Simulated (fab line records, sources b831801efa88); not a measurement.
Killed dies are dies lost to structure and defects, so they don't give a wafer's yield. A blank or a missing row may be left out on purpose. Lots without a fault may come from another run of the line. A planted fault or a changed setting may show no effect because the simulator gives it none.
Which tool did it? | flow sky130 | 6 lots, 17 wafers sampled, at 3 steps of a route of 708

WHAT THE GAUGES READ, wafer by wafer
SKY_POLY_GATE_CD_MEAS_13: target cd 150 nm.
lot  | measured     | on        | cd_nm (nm)
L365 | day 16 17:48 | cd_sem-02 | 148.3 147.5 148.7
L367 | day 18 07:16 | cd_sem-01 | 152.3 151.4 151.6
L369 | day 18 22:06 | cd_sem-01 | 150.2 150.1 151.2
L371 | day 19 17:24 | cd_sem-01 | 113.1 148.6
L383 | day 23 18:51 | cd_sem-01 | 152.2 151.2 151.5
L385 | day 24 12:46 | cd_sem-02 | 150.4 151.6 150.6

WHICH TOOL RAN EACH LOT (tool, then ch and the chambers of the sampled wafers, then the start)
lot  | SKY_SONOS_ONO_STRIP_17               | SKY_POLY_GATE_EXPOSE_10
L365 | plasma_asher-01 ch 0,1, day 13 01:14 | krf_scanner-02 ch 0, day 16 03:49
L367 | plasma_asher-04 ch 0,1, day 14 00:00 | krf_scanner-02 ch 0, day 17 16:41
L369 | plasma_asher-01 ch 0,1, day 14 17:38 | krf_scanner-02 ch 0, day 18 07:06
L371 | plasma_asher-03 ch 0,1, day 15 16:44 | krf_scanner-02 ch 0, day 19 03:32
L383 | plasma_asher-01 ch 0,1, day 19 14:49 | krf_scanner-01 ch 0, day 23 03:28
L385 | plasma_asher-01 ch 0,1, day 20 11:09 | krf_scanner-01 ch 0, day 23 21:40
- SKY_SONOS_ONO_STRIP_17: strips in O2/N2.
- SKY_POLY_GATE_EXPOSE_10: exposes mask P1M, target cd 150 nm.

THE ANSWER, worked out from the rows above alone
Rule: what is usual is taken from the lots themselves. Put in order of their means at a reading, lots are off if they are a third of the lots or fewer, leave a main group of 4 or more, and stand apart from it by a gap of 3 or more times the standard deviation of the main group's means; of several such gaps the widest counts. A main group whose means are all the same, to the digits that the tables above print for the reading, isn't used. A lot without any number at a reading at which 4 lots or more have one is off too. The other lots that the step has rows for count as sound.
Off: L371, at SKY_POLY_GATE_CD_MEAS_13 (cd_nm). The main group: mean 150.6 nm, standard deviation 1.3.
A tool fits if, at a process step before that reading, it ran every lot that is off, and no sound lot after the first of them. The gauges at SKY_POLY_GATE_CD_MEAS_13 are tried like those tools. Can't be told from this: 2 tools fit, plasma_asher-03 at SKY_SONOS_ONO_STRIP_17, krf_scanner-02 at SKY_POLY_GATE_EXPOSE_10.

WHAT THE SIMULATOR HAD PUT IN
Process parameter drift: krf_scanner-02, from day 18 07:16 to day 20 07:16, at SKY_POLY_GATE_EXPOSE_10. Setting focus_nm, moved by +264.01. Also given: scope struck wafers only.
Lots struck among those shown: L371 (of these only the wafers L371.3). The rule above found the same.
